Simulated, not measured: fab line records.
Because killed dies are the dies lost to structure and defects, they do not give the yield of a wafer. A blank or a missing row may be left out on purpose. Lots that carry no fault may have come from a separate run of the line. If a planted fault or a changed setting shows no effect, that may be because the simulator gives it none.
Matching of chambers / flow sky130 / SKY_FIELD_ISO_ETCH_17 on rieSi-01 has 4 sister chambers
The step etches Si in HBr/Cl2/O2, target depth 342 nm, time 97.7 s. 4 wafers are shown with their chamber, then 7 later ones without.

== WAFERS, EACH WITH ITS CHAMBER ==
wafer=L516.3; chamber=1; drypumpMotorCurrentA (A)=5.7
wafer=L523.6; chamber=0; drypumpMotorCurrentA (A)=6.0
wafer=L527.1; chamber=3; drypumpMotorCurrentA (A)=4.7
wafer=L527.3; chamber=2; drypumpMotorCurrentA (A)=6.2

== WAFERS WHOSE CHAMBER IS MISSING ==
wafer=L527.6; drypumpMotorCurrentA (A)=6.0
wafer=L529.1; drypumpMotorCurrentA (A)=4.7
wafer=L529.2; drypumpMotorCurrentA (A)=6.1
wafer=L529.6; drypumpMotorCurrentA (A)=6.2
wafer=L533.2; drypumpMotorCurrentA (A)=6.1
wafer=L533.3; drypumpMotorCurrentA (A)=4.7
wafer=L533.4; drypumpMotorCurrentA (A)=5.7

== WHICH CHAMBER EACH ONE RAN IN ==
wafer=L527.6; from the rows above=0; in truth=0
wafer=L529.1; from the rows above=3; in truth=3
wafer=L529.2; from the rows above=can't be placed: 0 or 2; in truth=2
wafer=L529.6; from the rows above=2; in truth=2
wafer=L533.2; from the rows above=can't be placed: 0 or 2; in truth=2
wafer=L533.3; from the rows above=3; in truth=3
wafer=L533.4; from the rows above=1; in truth=1
Correct placement for 5 of the 7. Unplaceable from these rows: 2, with the true chamber sitting among the candidates in 2. Wrongly placed: 0.
How it was worked out, from the rows above alone: a wafer's distance from a chamber is the root of the sum, over the readings, of the square of ((its reading less the chamber's mean) divided by the reading's scatter). The wafer belongs to the nearest chamber; if the next one is less than 2 further off, it can't be placed. For every chamber, the mean is computed from those of its wafers that are shown. The scatter: with one shown wafer a chamber, the root of the mean of the squares of how far each hidden wafer lies from its nearest shown one.
